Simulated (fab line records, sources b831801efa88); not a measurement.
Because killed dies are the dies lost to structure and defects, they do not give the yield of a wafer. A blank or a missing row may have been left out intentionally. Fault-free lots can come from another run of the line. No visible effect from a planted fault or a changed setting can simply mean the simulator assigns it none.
fab line records | flow sky130
record lots=24 | wafers=72 | last_day=50
route steps=708 shown SD_P@359 LOCAL_INTERCONNECT@398 CONTACT@407 VIA1@473 METAL2@487 PASSIVATION@684
lots that met no fault: from a run of the same line without faults
start_h: hours from the record's first day to the start of the lot's first wafer shown | wait_h: hours elapsed since this lot's preceding step | " repeats the value in the row above | L1.1+2: a single row standing in for several wafers | - no value, or no start was given | * or withheld: withheld | < > ~ a bound
route shown NAME@n: NAME is a module with steps in the file, n the number in the route of the first one | usual: mean/standard deviation taken from wafers without a fault | same: alike in all rows | chamber/n: place in a boat | sites: readings site by site | _std_site: standard deviation across them | _edge_site: inner sites' mean taken away from outer sites' mean | radius_mm: how far each site lies from the wafer's centre | mask NAME#n: copy n | behind: tool/chamber where the wafer was last shaped | hold: the reason the lot was held/the length of the hold in hours/how it ended | device: the n, p or np transistor that did not switch | end of line: tests of these same wafers at the route's end | for a step that has no rows: nothing shown but its recipe | killed: count of dies lost to structure and defects at first sort (not the wafer's yield) | map: a wafer's dies, marking killed ones x, the rest . and places with no die _
set.NAME: the setting as run; set.NAME@STEP: as run at that earlier step | model.NAME: the simulator's own value behind a step, which no gauge read
a sample of lots followed through the steps of the route, with each step as a table and each wafer as a row
services: the hour from which a tool's chamber was out of use, counted from the record's first day as start_h (under 0 if before that day), plus the number of hours and why
## steps
# step SKY_SD_N_RS_MEAS_17
# recipe thk_meas_gauge=four-point-probe
# usual SD_P_RS=147.2/0.44
lot.wafer | tool          | chamber | start_h | wait_h | SD_P_RS[ohm/sq]
L074.1    | film_metro-01 | -       | 652.17  | 0.1    | 147.5
L074.2    | "             | -       | "       | "      | 147.5
L074.6    | "             | -       | "       | "      | 147.0
L075.1    | film_metro-02 | -       | 655.63  | 0.1    | 146.7
L075.2    | "             | -       | "       | "      | 146.8
L075.6    | "             | -       | "       | "      | 146.6
L076.1    | film_metro-02 | -       | 659.81  | 0.1    | 146.3
L076.3    | "             | -       | "       | "      | 146.3
L076.5    | "             | -       | "       | "      | 147.1
L078.1    | film_metro-01 | -       | 662.26  | 0.1    | 147.6
L078.3    | "             | -       | "       | "      | 147.9
L078.5    | "             | -       | "       | "      | 147.5
L077.2    | film_metro-01 | -       | 674.63  | 0.1    | 147.7
L077.4    | "             | -       | "       | "      | 147.7
L077.5    | "             | -       | "       | "      | 147.8
L079.1    | film_metro-03 | -       | 678.57  | 0.1    | 146.5
L079.2    | "             | -       | "       | "      | 146.8
L079.3    | "             | -       | "       | "      | 146.6
L080.1    | film_metro-01 | -       | 688.36  | 0.1    | 147.2
L080.4    | "             | -       | "       | "      | 146.9
L080.6    | "             | -       | "       | "      | 147.1
L081.2    | film_metro-01 | -       | 708.75  | 0.1    | 147.4
L081.4    | "             | -       | "       | "      | 148.2
L081.5    | "             | -       | "       | "      | 147.6
L082.4    | film_metro-01 | -       | 710.23  | 0.1    | 147.1
L082.5    | "             | -       | "       | "      | 147.0
L082.6    | "             | -       | "       | "      | 147.5
L083.2    | film_metro-03 | -       | 713.25  | 0.1    | 147.0
L083.3    | "             | -       | "       | "      | 146.7
L083.4    | "             | -       | "       | "      | 146.8
L084.1    | film_metro-03 | -       | 721.98  | 0.1    | 147.0
L084.4    | "             | -       | "       | "      | 146.4
L084.6    | "             | -       | "       | "      | 146.0
L085.1    | film_metro-01 | -       | 729.11  | 0.1    | 147.9
L085.3    | "             | -       | "       | "      | 147.6
L085.6    | "             | -       | "       | "      | 147.7
L086.1    | film_metro-01 | -       | 735.97  | 0.1    | 147.6
L086.2    | "             | -       | "       | "      | 147.3
L086.6    | "             | -       | "       | "      | 147.5
L087.1    | film_metro-02 | -       | 745.28  | 0.1    | 146.6
L087.5    | "             | -       | "       | "      | 147.0
L087.6    | "             | -       | "       | "      | 146.8
L088.2    | film_metro-03 | -       | 758.59  | 0.1    | 146.8
L088.4    | "             | -       | "       | "      | 146.9
L088.5    | "             | -       | "       | "      | 147.1
L089.2    | film_metro-03 | -       | 764.30  | 0.1    | 147.2
L089.3    | "             | -       | "       | "      | 147.0
L089.5    | "             | -       | "       | "      | 147.2
L090.4    | film_metro-03 | -       | 772.44  | 0.1    | 147.4
L090.5    | "             | -       | "       | "      | 147.0
L090.6    | "             | -       | "       | "      | 147.2
L091.2    | film_metro-02 | -       | 783.35  | 0.1    | 147.2
L091.3    | "             | -       | "       | "      | 147.4
L091.6    | "             | -       | "       | "      | 147.2
L092.1    | film_metro-01 | -       | 784.91  | 0.1    | 147.8
L092.2    | "             | -       | "       | "      | 147.5
L092.6    | "             | -       | "       | "      | 147.2
L093.1    | film_metro-01 | -       | 794.13  | 0.1    | 147.2
L093.4    | "             | -       | "       | "      | 147.4
L093.5    | "             | -       | "       | "      | 147.4
L094.1    | film_metro-02 | -       | 796.68  | 0.1    | 146.6
L094.3    | "             | -       | "       | "      | 146.8
L094.6    | "             | -       | "       | "      | 147.2
L095.1    | film_metro-01 | -       | 808.18  | 0.1    | 147.3
L095.5    | "             | -       | "       | "      | 147.6
L095.6    | "             | -       | "       | "      | 147.1
L096.2    | film_metro-03 | -       | 815.08  | 0.1    | 147.1
L096.4    | "             | -       | "       | "      | 147.3
L096.6    | "             | -       | "       | "      | 146.9
L097.3    | film_metro-01 | -       | 832.11  | 0.1    | 147.2
L097.4    | "             | -       | "       | "      | 147.2
L097.5    | "             | -       | "       | "      | 147.1
# step SKY_LOCAL_INTERCONNECT_CD_MEAS_11
# recipe target_cd_nm=170
# usual cd_nm=169.6/1.5
lot.wafer | tool      | chamber | start_h | wait_h | cd_nm
L074.1    | cd_sem-02 | -       | 710.25  | -      | 168.4
L074.2    | "         | -       | "       | "      | 168.9
L074.6    | "         | -       | "       | "      | 168.3
L075.1    | cd_sem-01 | -       | 714.02  | -      | 168.7
L075.2    | "         | -       | "       | "      | 168.7
L075.6    | "         | -       | "       | "      | 168.3
L076.1    | cd_sem-02 | -       | 717.47  | -      | 173.6
L076.3    | "         | -       | "       | "      | 172.1
L076.5    | "         | -       | "       | "      | 171.5
L078.1    | cd_sem-02 | -       | 719.37  | -      | 169.1
L078.3    | "         | -       | "       | "      | 170.1
L078.5    | "         | -       | "       | "      | 170.1
L077.2    | cd_sem-01 | -       | 732.70  | -      | 168.1
L077.4    | "         | -       | "       | "      | 167.5
L077.5    | "         | -       | "       | "      | 167.1
L079.1    | cd_sem-01 | -       | 736.30  | -      | 171.8
L079.2    | "         | -       | "       | "      | 171.8
L079.3    | "         | -       | "       | "      | 171.3
L080.1    | cd_sem-01 | -       | 745.32  | -      | 169.5
L080.4    | "         | -       | "       | "      | 168.4
L080.6    | "         | -       | "       | "      | 168.7
L081.2    | cd_sem-01 | -       | 765.86  | -      | 167.7
L081.4    | "         | -       | "       | "      | 169.5
L081.5    | "         | -       | "       | "      | 168.1
L082.4    | cd_sem-01 | -       | 766.57  | -      | 171.5
L082.5    | "         | -       | "       | "      | 172.3
L082.6    | "         | -       | "       | "      | 171.8
L083.2    | cd_sem-02 | -       | 769.82  | -      | 171.1
L083.3    | "         | -       | "       | "      | 170.8
L083.4    | "         | -       | "       | "      | 169.1
L084.1    | cd_sem-01 | -       | 777.55  | -      | 168.8
L084.4    | "         | -       | "       | "      | 169.5
L084.6    | "         | -       | "       | "      | 169.1
L085.1    | cd_sem-01 | -       | 784.57  | -      | 170.7
L085.3    | "         | -       | "       | "      | 169.2
L085.6    | "         | -       | "       | "      | 169.8
L086.1    | cd_sem-02 | -       | 791.10  | -      | 169.6
L086.2    | "         | -       | "       | "      | 170.6
L086.6    | "         | -       | "       | "      | 169.7
L087.1    | cd_sem-02 | -       | 801.05  | -      | 173.5
L087.5    | "         | -       | "       | "      | 171.8
L087.6    | "         | -       | "       | "      | 170.6
L088.2    | cd_sem-02 | -       | 813.04  | -      | 168.0
L088.4    | "         | -       | "       | "      | 166.4
L088.5    | "         | -       | "       | "      | 167.3
L089.2    | cd_sem-02 | -       | 818.54  | -      | 167.5
L089.3    | "         | -       | "       | "      | 169.0
L089.5    | "         | -       | "       | "      | 169.9
L090.4    | cd_sem-01 | -       | 827.08  | -      | 168.1
L090.5    | "         | -       | "       | "      | 167.4
L090.6    | "         | -       | "       | "      | 167.4
L091.2    | cd_sem-01 | -       | 837.52  | -      | 167.6
L091.3    | "         | -       | "       | "      | 167.3
L091.6    | "         | -       | "       | "      | 167.6
L092.1    | cd_sem-02 | -       | 838.77  | -      | 168.7
L092.2    | "         | -       | "       | "      | 170.9
L092.6    | "         | -       | "       | "      | 170.6
L093.1    | cd_sem-01 | -       | 848.62  | -      | 167.8
L093.4    | "         | -       | "       | "      | 168.4
L093.5    | "         | -       | "       | "      | 167.9
L094.1    | cd_sem-01 | -       | 851.32  | -      | 169.0
L094.3    | "         | -       | "       | "      | 169.2
L094.6    | "         | -       | "       | "      | 169.6
L095.1    | cd_sem-01 | -       | 862.32  | -      | 169.6
L095.5    | "         | -       | "       | "      | 169.2
L095.6    | "         | -       | "       | "      | 170.6
L096.2    | cd_sem-01 | -       | 869.34  | -      | 172.3
L096.4    | "         | -       | "       | "      | 170.5
L096.6    | "         | -       | "       | "      | 171.4
L097.3    | cd_sem-01 | -       | 885.26  | -      | 168.6
L097.4    | "         | -       | "       | "      | 169.9
L097.5    | "         | -       | "       | "      | 169.3
# step SKY_CONTACT_THK_MEAS_01
# recipe reads=Si3N4_of_CONTACT_CVD_00
# usual CONTACT_CVD_00_THK=74.7/0.96
lot.wafer | tool          | chamber | start_h | wait_h | CONTACT_CVD_00_THK[nm]
L074.1    | film_metro-03 | -       | 711.16  | -      | 74.1
L074.2    | "             | -       | "       | "      | 74.8
L074.6    | "             | -       | "       | "      | 75.9
L075.1    | film_metro-01 | -       | 714.92  | -      | 74.1
L075.2    | "             | -       | "       | "      | 75.5
L075.6    | "             | -       | "       | "      | 75.4
L076.1    | film_metro-04 | -       | 718.37  | -      | 72.7
L076.3    | "             | -       | "       | "      | 72.7
L076.5    | "             | -       | "       | "      | 73.9
L078.1    | film_metro-01 | -       | 720.39  | -      | 73.7
L078.3    | "             | -       | "       | "      | 74.1
L078.5    | "             | -       | "       | "      | 74.1
L077.2    | film_metro-03 | -       | 733.65  | -      | 72.3
L077.4    | "             | -       | "       | "      | 74.2
L077.5    | "             | -       | "       | "      | 74.4
L079.1    | film_metro-04 | -       | 737.20  | -      | 74.0
L079.2    | "             | -       | "       | "      | 73.1
L079.3    | "             | -       | "       | "      | 73.7
L080.1    | film_metro-04 | -       | 746.27  | -      | 73.8
L080.4    | "             | -       | "       | "      | 74.7
L080.6    | "             | -       | "       | "      | 75.7
L081.2    | film_metro-03 | -       | 766.79  | -      | 74.4
L081.4    | "             | -       | "       | "      | 74.8
L081.5    | "             | -       | "       | "      | 77.0
L082.4    | film_metro-03 | -       | 767.44  | -      | 76.6
L082.5    | "             | -       | "       | "      | 74.4
L082.6    | "             | -       | "       | "      | 76.5
L083.2    | film_metro-04 | -       | 771.31  | -      | 73.9
L083.3    | "             | -       | "       | "      | 73.5
L083.4    | "             | -       | "       | "      | 74.9
L084.1    | film_metro-01 | -       | 778.49  | -      | 74.8
L084.4    | "             | -       | "       | "      | 75.3
L084.6    | "             | -       | "       | "      | 74.3
L085.1    | film_metro-01 | -       | 785.60  | -      | 73.7
L085.3    | "             | -       | "       | "      | 74.8
L085.6    | "             | -       | "       | "      | 74.9
L086.1    | film_metro-03 | -       | 792.13  | -      | 73.5
L086.2    | "             | -       | "       | "      | 74.5
L086.6    | "             | -       | "       | "      | 75.7
L087.1    | film_metro-01 | -       | 801.96  | -      | 72.9
L087.5    | "             | -       | "       | "      | 75.0
L087.6    | "             | -       | "       | "      | 74.1
L088.2    | film_metro-03 | -       | 814.04  | -      | 74.0
L088.4    | "             | -       | "       | "      | 74.5
L088.5    | "             | -       | "       | "      | 76.2
L089.2    | film_metro-04 | -       | 819.43  | -      | 74.2
L089.3    | "             | -       | "       | "      | 73.2
L089.5    | "             | -       | "       | "      | 74.4
L090.4    | film_metro-03 | -       | 828.01  | -      | 77.0
L090.5    | "             | -       | "       | "      | 75.6
L090.6    | "             | -       | "       | "      | 76.8
L091.2    | film_metro-04 | -       | 838.44  | -      | 73.2
L091.3    | "             | -       | "       | "      | 74.5
L091.6    | "             | -       | "       | "      | 75.7
L092.1    | film_metro-03 | -       | 839.70  | -      | 73.6
L092.2    | "             | -       | "       | "      | 73.9
L092.6    | "             | -       | "       | "      | 74.3
L093.1    | film_metro-01 | -       | 849.54  | -      | 75.2
L093.4    | "             | -       | "       | "      | 75.8
L093.5    | "             | -       | "       | "      | 75.9
L094.1    | film_metro-03 | -       | 852.22  | -      | 73.0
L094.3    | "             | -       | "       | "      | 74.7
L094.6    | "             | -       | "       | "      | 73.8
L095.1    | film_metro-03 | -       | 863.29  | -      | 74.3
L095.5    | "             | -       | "       | "      | 75.8
L095.6    | "             | -       | "       | "      | 76.7
L096.2    | film_metro-01 | -       | 870.23  | -      | 74.8
L096.4    | "             | -       | "       | "      | 75.0
L096.6    | "             | -       | "       | "      | 75.8
L097.3    | film_metro-04 | -       | 886.14  | -      | 73.2
L097.4    | "             | -       | "       | "      | 75.5
L097.5    | "             | -       | "       | "      | 75.1
# step SKY_VIA1_ETCH_15
# recipe target=SiO2 | chemistry=C4F8/O2/Ar | target_depth_nm=351 | stop_on=TiN | mask_material=KrF-thick | source_w=1500 | bias_w=1200 | pressure_mtorr=40 | c4f8_flow_sccm=withheld | O2_flow_sccm=6 | Ar_flow_sccm=300 | time_s=54
# usual oes_product_au=0.982/0.0058
# same time_s=54
lot.wafer | tool        | chamber | start_h | wait_h | oes_product_au | rf_hours_counter_h
L074.1    | rie_diel-04 | 0       | 794.95  | 0.0    | 0.985          | 2
L074.2    | "           | 1       | "       | "      | 0.991          | 21
L074.6    | "           | 1       | "       | "      | 0.978          | -
L075.1    | rie_diel-04 | 2       | 799.71  | 0.0    | 0.979          | 11
L075.2    | "           | 1       | "       | "      | 0.986          | 21
L075.6    | "           | 3       | "       | "      | 0.981          | -
L076.1    | rie_diel-04 | 2       | 803.00  | 0.0    | 0.980          | 11
L076.3    | "           | 3       | "       | "      | 0.974          | 9
L076.5    | "           | 2       | "       | "      | 0.966          | -
L078.1    | rie_diel-04 | 2       | 804.61  | 0.0    | 0.973          | 12
L078.3    | "           | 0       | "       | "      | 0.986          | 2
L078.5    | "           | 2       | "       | "      | 0.973          | -
L077.2    | rie_diel-03 | 2       | 816.51  | 0.0    | 0.986          | 18
L077.4    | "           | 2       | "       | "      | 0.986          | -
L077.5    | "           | 0       | "       | "      | 0.989          | -
L079.1    | rie_diel-03 | 0       | 821.07  | 0.0    | 0.980          | 8
L079.2    | "           | 3       | "       | "      | 0.975          | 6
L079.3    | "           | 2       | "       | "      | 0.988          | 18
L080.1    | rie_diel-02 | 0       | 829.61  | 0.0    | 0.987          | 31
L080.4    | "           | 2       | "       | "      | 0.982          | -
L080.6    | "           | 0       | "       | "      | 0.976          | -
L081.2    | rie_diel-04 | 1       | 849.36  | 0.0    | 0.987          | 22
L081.4    | "           | 2       | "       | "      | 0.984          | 13
L081.5    | "           | 3       | "       | "      | 0.984          | -
L082.4    | rie_diel-02 | 1       | 850.00  | 0.0    | 0.990          | -
L082.5    | "           | 2       | "       | "      | 0.987          | -
L082.6    | "           | 3       | "       | "      | 0.975          | -
L083.2    | rie_diel-03 | 2       | 853.26  | 0.0    | 0.990          | 19
L083.3    | "           | 0       | "       | "      | 0.986          | 9
L083.4    | "           | 3       | "       | "      | 0.974          | 7
L084.1    | rie_diel-03 | 1       | 860.41  | 0.0    | 0.983          | 1
L084.4    | "           | 2       | "       | "      | 0.993          | 19
L084.6    | "           | 2       | "       | "      | 0.980          | -
L085.1    | rie_diel-02 | 3       | 867.91  | 0.0    | 0.981          | 1
L085.3    | "           | 0       | "       | "      | 0.981          | 0
L085.6    | "           | 2       | "       | "      | 0.983          | -
L086.1    | rie_diel-03 | 0       | 872.96  | 0.0    | 0.986          | 10
L086.2    | "           | 3       | "       | "      | 0.985          | 7
L086.6    | "           | 0       | "       | "      | 0.988          | -
L087.1    | rie_diel-04 | 0       | 884.62  | 0.0    | 0.985          | 4
L087.5    | "           | 2       | "       | "      | 0.985          | -
L087.6    | "           | 3       | "       | "      | 0.985          | -
L088.2    | rie_diel-02 | 3       | 894.87  | 0.0    | 0.985          | 2
L088.4    | "           | 0       | "       | "      | 0.987          | 1
L088.5    | "           | 1       | "       | "      | 0.977          | -
L089.2    | rie_diel-04 | 1       | 899.82  | 0.0    | 0.985          | 0
L089.3    | "           | 0       | "       | "      | 0.983          | 5
L089.5    | "           | 1       | "       | "      | 0.968          | -
L090.4    | rie_diel-02 | 3       | 909.42  | 0.0    | 0.985          | 3
L090.5    | "           | 0       | "       | "      | 0.978          | -
L090.6    | "           | 1       | "       | "      | 0.987          | -
L091.2    | rie_diel-03 | 3       | 920.46  | 0.0    | 0.976          | 9
L091.3    | "           | 0       | "       | "      | 0.976          | 11
L091.6    | "           | 2       | "       | "      | 0.992          | -
L092.1    | rie_diel-02 | 3       | 920.81  | 0.0    | 0.988          | 3
L092.2    | "           | 0       | "       | "      | 0.980          | 2
L092.6    | "           | 1       | "       | "      | 0.978          | -
L093.1    | rie_diel-04 | 2       | 928.60  | 0.0    | 0.970          | 15
L093.4    | "           | 3       | "       | "      | 0.989          | 12
L093.5    | "           | 2       | "       | "      | 0.976          | -
L094.1    | rie_diel-03 | 0       | 931.55  | 0.0    | 0.995          | 12
L094.3    | "           | 1       | "       | "      | 0.983          | 3
L094.6    | "           | 2       | "       | "      | 0.988          | -
L095.1    | rie_diel-04 | 3       | 941.50  | 0.0    | 0.974          | 13
L095.5    | "           | 3       | "       | "      | 0.974          | -
L095.6    | "           | 2       | "       | "      | 0.969          | -
L096.2    | rie_diel-04 | 2       | 948.17  | 0.0    | 0.983          | 15
L096.4    | "           | 0       | "       | "      | 0.979          | 6
L096.6    | "           | 0       | "       | "      | 0.973          | -
L097.3    | rie_diel-03 | 1       | 963.57  | 0.0    | 0.989          | 4
L097.4    | "           | 2       | "       | "      | 0.986          | 22
L097.5    | "           | 3       | "       | "      | 0.966          | -
# step SKY_METAL2_SPUTTER_04
# recipe material=TiN | target_thk_nm=70 | power_w=6500 | time_s=58.3 | chamber_pressure_pa=0.4149
# usual cathode_dc_power_W=6499.9/1.1 | throttle_valve_pct=30.4/1.5
# same time_s=58.3
lot.wafer | tool           | chamber | start_h | wait_h | cathode_dc_power_W | throttle_valve_pct
L074.1    | pvd_sputter-04 | -       | 796.32  | 0.0    | 6502.1             | 31.0
L074.2    | "              | -       | "       | "      | 6498.1             | 30.6
L074.6    | "              | -       | "       | "      | 6500.4             | 29.4
L075.1    | pvd_sputter-01 | -       | 801.07  | 0.0    | 6499.6             | 32.2
L075.2    | "              | -       | "       | "      | 6500.3             | 29.8
L075.6    | "              | -       | "       | "      | 6501.5             | 32.2
L076.1    | pvd_sputter-02 | -       | 804.37  | 0.0    | 6499.2             | 28.7
L076.3    | "              | -       | "       | "      | 6498.6             | 30.0
L076.5    | "              | -       | "       | "      | 6499.7             | 28.6
L078.1    | pvd_sputter-01 | -       | 805.97  | 0.0    | 6499.3             | 32.8
L078.3    | "              | -       | "       | "      | 6500.3             | 29.7
L078.5    | "              | -       | "       | "      | 6498.9             | 32.6
L077.2    | pvd_sputter-02 | -       | 817.87  | 0.0    | 6500.0             | 28.6
L077.4    | "              | -       | "       | "      | 6499.7             | 30.0
L077.5    | "              | -       | "       | "      | 6501.0             | 32.2
L079.1    | pvd_sputter-01 | -       | 822.44  | 0.0    | 6501.2             | 32.3
L079.2    | "              | -       | "       | "      | 6499.4             | 29.8
L079.3    | "              | -       | "       | "      | 6501.1             | 29.3
L080.1    | pvd_sputter-02 | -       | 830.97  | 0.0    | 6499.3             | 29.4
L080.4    | "              | -       | "       | "      | 6499.8             | 32.1
L080.6    | "              | -       | "       | "      | 6500.8             | 32.2
L081.2    | pvd_sputter-02 | -       | 850.72  | 0.0    | 6499.9             | 30.0
L081.4    | "              | -       | "       | "      | 6500.4             | 28.4
L081.5    | "              | -       | "       | "      | 6498.8             | 28.6
L082.4    | pvd_sputter-04 | -       | 851.36  | 0.0    | 6498.9             | 29.4
L082.5    | "              | -       | "       | "      | 6499.6             | 31.2
L082.6    | "              | -       | "       | "      | 6499.3             | 29.3
L083.2    | pvd_sputter-01 | -       | 854.62  | 0.0    | 6499.7             | 29.4
L083.3    | "              | -       | "       | "      | 6496.6             | 32.6
L083.4    | "              | -       | "       | "      | 6500.4             | 29.9
L084.1    | pvd_sputter-02 | -       | 861.84  | 0.0    | 6498.0             | 28.5
L084.4    | "              | -       | "       | "      | 6501.3             | 29.5
L084.6    | "              | -       | "       | "      | 6499.6             | 28.5
L085.1    | pvd_sputter-01 | -       | 869.55  | 0.0    | 6501.2             | 32.5
L085.3    | "              | -       | "       | "      | 6501.7             | 29.3
L085.6    | "              | -       | "       | "      | 6499.8             | 29.6
L086.1    | pvd_sputter-01 | -       | 874.32  | 0.0    | 6498.7             | 29.9
L086.2    | "              | -       | "       | "      | 6500.2             | 32.9
L086.6    | "              | -       | "       | "      | 6499.2             | 29.4
L087.1    | pvd_sputter-02 | -       | 885.99  | 0.0    | 6499.8             | 28.5
L087.5    | "              | -       | "       | "      | 6501.4             | 28.6
L087.6    | "              | -       | "       | "      | 6501.7             | 29.4
L088.2    | pvd_sputter-01 | -       | 896.58  | 0.0    | 6501.0             | 31.9
L088.4    | "              | -       | "       | "      | 6498.6             | 29.4
L088.5    | "              | -       | "       | "      | 6501.8             | 32.3
L089.2    | pvd_sputter-01 | -       | 901.19  | 0.0    | 6500.3             | 32.5
L089.3    | "              | -       | "       | "      | 6500.3             | 29.6
L089.5    | "              | -       | "       | "      | 6498.8             | 29.8
L090.4    | pvd_sputter-02 | -       | 911.01  | 0.0    | 6500.3             | 30.0
L090.5    | "              | -       | "       | "      | 6500.2             | 29.5
L090.6    | "              | -       | "       | "      | 6498.8             | 30.0
L091.2    | pvd_sputter-02 | -       | 921.91  | 0.0    | 6499.3             | 32.2
L091.3    | "              | -       | "       | "      | 6500.6             | 30.1
L091.6    | "              | -       | "       | "      | 6499.2             | 32.2
L092.1    | pvd_sputter-02 | -       | 922.20  | 0.0    | 6500.4             | 30.1
L092.2    | "              | -       | "       | "      | 6501.9             | 28.4
L092.6    | "              | -       | "       | "      | 6499.0             | 29.4
L093.1    | pvd_sputter-01 | -       | 929.97  | 0.0    | 6501.0             | 29.9
L093.4    | "              | -       | "       | "      | 6498.6             | 32.7
L093.5    | "              | -       | "       | "      | 6497.8             | 32.5
L094.1    | pvd_sputter-01 | -       | 932.96  | 0.0    | 6500.2             | 32.8
L094.3    | "              | -       | "       | "      | 6499.7             | 32.2
L094.6    | "              | -       | "       | "      | 6498.7             | 29.6
L095.1    | pvd_sputter-02 | -       | 942.90  | 0.0    | 6500.2             | 29.3
L095.5    | "              | -       | "       | "      | 6499.3             | 32.3
L095.6    | "              | -       | "       | "      | 6500.5             | 28.6
L096.2    | pvd_sputter-02 | -       | 949.54  | 0.0    | 6500.4             | 30.1
L096.4    | "              | -       | "       | "      | 6501.8             | 32.2
L096.6    | "              | -       | "       | "      | 6499.2             | 28.6
L097.3    | pvd_sputter-01 | -       | 964.94  | 0.0    | 6499.6             | 29.8
L097.4    | "              | -       | "       | "      | 6501.0             | 32.6
L097.5    | "              | -       | "       | "      | 6499.1             | 32.4
# step SKY_PASSIVATION_THK_MEAS_03
# recipe reads=Si3N4_of_PASSIVATION_CVD_02
# usual PASSIVATION_CVD_02_THK=541/6.9
lot.wafer | tool          | chamber | start_h | wait_h | PASSIVATION_CVD_02_THK[nm]
L074.1    | film_metro-03 | -       | 1031.54 | -      | 535
L074.2    | "             | -       | "       | "      | 533
L074.6    | "             | -       | "       | "      | 545
L075.1    | film_metro-01 | -       | 1033.23 | -      | 544
L075.2    | "             | -       | "       | "      | 543
L075.6    | "             | -       | "       | "      | 549
L076.1    | film_metro-01 | -       | 1038.18 | -      | 542
L076.3    | "             | -       | "       | "      | 534
L076.5    | "             | -       | "       | "      | 539
L078.1    | film_metro-02 | -       | 1038.80 | -      | 533
L078.3    | "             | -       | "       | "      | 542
L078.5    | "             | -       | "       | "      | 539
L077.2    | film_metro-03 | -       | 1049.58 | -      | 539
L077.4    | "             | -       | "       | "      | 546
L077.5    | "             | -       | "       | "      | 551
L079.1    | film_metro-01 | -       | 1052.24 | -      | 535
L079.2    | "             | -       | "       | "      | 545
L079.3    | "             | -       | "       | "      | 539
L080.1    | film_metro-02 | -       | 1059.89 | -      | 547
L080.4    | "             | -       | "       | "      | 545
L080.6    | "             | -       | "       | "      | 537
L081.2    | film_metro-02 | -       | 1075.86 | -      | 538
L081.4    | "             | -       | "       | "      | 548
L081.5    | "             | -       | "       | "      | 551
L082.4    | film_metro-02 | -       | 1076.63 | -      | 550
L082.5    | "             | -       | "       | "      | 546
L082.6    | "             | -       | "       | "      | 549
L083.2    | film_metro-01 | -       | 1077.75 | -      | 539
L083.3    | "             | -       | "       | "      | 530
L083.4    | "             | -       | "       | "      | 551
L084.1    | film_metro-02 | -       | 1086.89 | -      | 537
L084.4    | "             | -       | "       | "      | 543
L084.6    | "             | -       | "       | "      | 543
L085.1    | film_metro-02 | -       | 1089.86 | -      | 532
L085.3    | "             | -       | "       | "      | 534
L085.6    | "             | -       | "       | "      | 542
L086.1    | film_metro-02 | -       | 1096.22 | -      | 535
L086.2    | "             | -       | "       | "      | 538
L086.6    | "             | -       | "       | "      | 545
L087.1    | film_metro-02 | -       | 1105.40 | -      | 528
L087.5    | "             | -       | "       | "      | 536
L087.6    | "             | -       | "       | "      | 544
L088.2    | film_metro-02 | -       | 1114.22 | -      | 538
L088.4    | "             | -       | "       | "      | 542
L088.5    | "             | -       | "       | "      | 554
L089.2    | film_metro-02 | -       | 1115.64 | -      | 527
L089.3    | "             | -       | "       | "      | 539
L089.5    | "             | -       | "       | "      | 541
L091.2    | film_metro-02 | -       | 1133.78 | -      | 523
L091.3    | "             | -       | "       | "      | 533
L091.6    | "             | -       | "       | "      | 544
L092.1    | film_metro-01 | -       | 1135.24 | -      | 544
L092.2    | "             | -       | "       | "      | 540
L092.6    | "             | -       | "       | "      | 545
L090.4    | film_metro-03 | -       | 1135.45 | -      | 547
L090.5    | "             | -       | "       | "      | 544
L090.6    | "             | -       | "       | "      | 544
L093.1    | film_metro-01 | -       | 1137.39 | -      | 541
L093.4    | "             | -       | "       | "      | 552
L093.5    | "             | -       | "       | "      | 548
L094.1    | film_metro-02 | -       | 1140.63 | -      | 533
L094.3    | "             | -       | "       | "      | 531
L094.6    | "             | -       | "       | "      | 537
L095.1    | film_metro-03 | -       | 1149.24 | -      | 533
L095.5    | "             | -       | "       | "      | 546
L095.6    | "             | -       | "       | "      | 542
L096.2    | film_metro-01 | -       | 1154.64 | -      | 535
L096.4    | "             | -       | "       | "      | 542
L096.6    | "             | -       | "       | "      | 545
L097.3    | film_metro-03 | -       | 1166.39 | -      | 524
L097.4    | "             | -       | "       | "      | 538
L097.5    | "             | -       | "       | "      | 538
## services
tool           | chamber | start_h | hours | kind
pvd_sputter-01 | 0       | 811.93  | -     | consumable_replace:kit
pvd_sputter-01 | 0       | 811.93  | 18.0  | scheduled_down
pvd_sputter-01 | 0       | 811.93  | 18.0  | vent_cycle
rie_diel-02    | -       | 812.82  | 4.3   | pm
rie_diel-03    | 1       | 814.66  | -     | clean
rie_diel-03    | 1       | 814.66  | 17.7  | scheduled_down
pvd_sputter-02 | 3       | 855.94  | -     | consumable_replace:kit
pvd_sputter-02 | 3       | 855.94  | 18.0  | scheduled_down
pvd_sputter-02 | 3       | 855.94  | 18.0  | vent_cycle
rie_diel-04    | 1       | 857.12  | -     | clean
rie_diel-04    | 1       | 857.12  | 27.0  | scheduled_down
rie_diel-04    | 1       | 857.12  | 27.0  | vent_cycle
pvd_sputter-02 | -       | 889.91  | 4.1   | repair
pvd_sputter-04 | -       | 892.50  | 49.8  | repair
rie_diel-02    | -       | 894.33  | 0.5   | repair
pvd_sputter-04 | -       | 897.15  | 8.2   | repair
pvd_sputter-01 | -       | 906.83  | 1.0   | repair
rie_diel-03    | 2       | 910.91  | 4.1   | repair
pvd_sputter-01 | -       | 918.32  | 6.4   | repair
pvd_sputter-04 | -       | 920.92  | 6.0   | repair
rie_diel-02    | 2       | 924.27  | 7.2   | repair
rie_diel-02    | 0       | 928.76  | 4.7   | repair
rie_diel-03    | 0       | 956.65  | 2.4   | repair
rie_diel-04    | -       | 961.99  | 1.0   | repair
## key
fault none
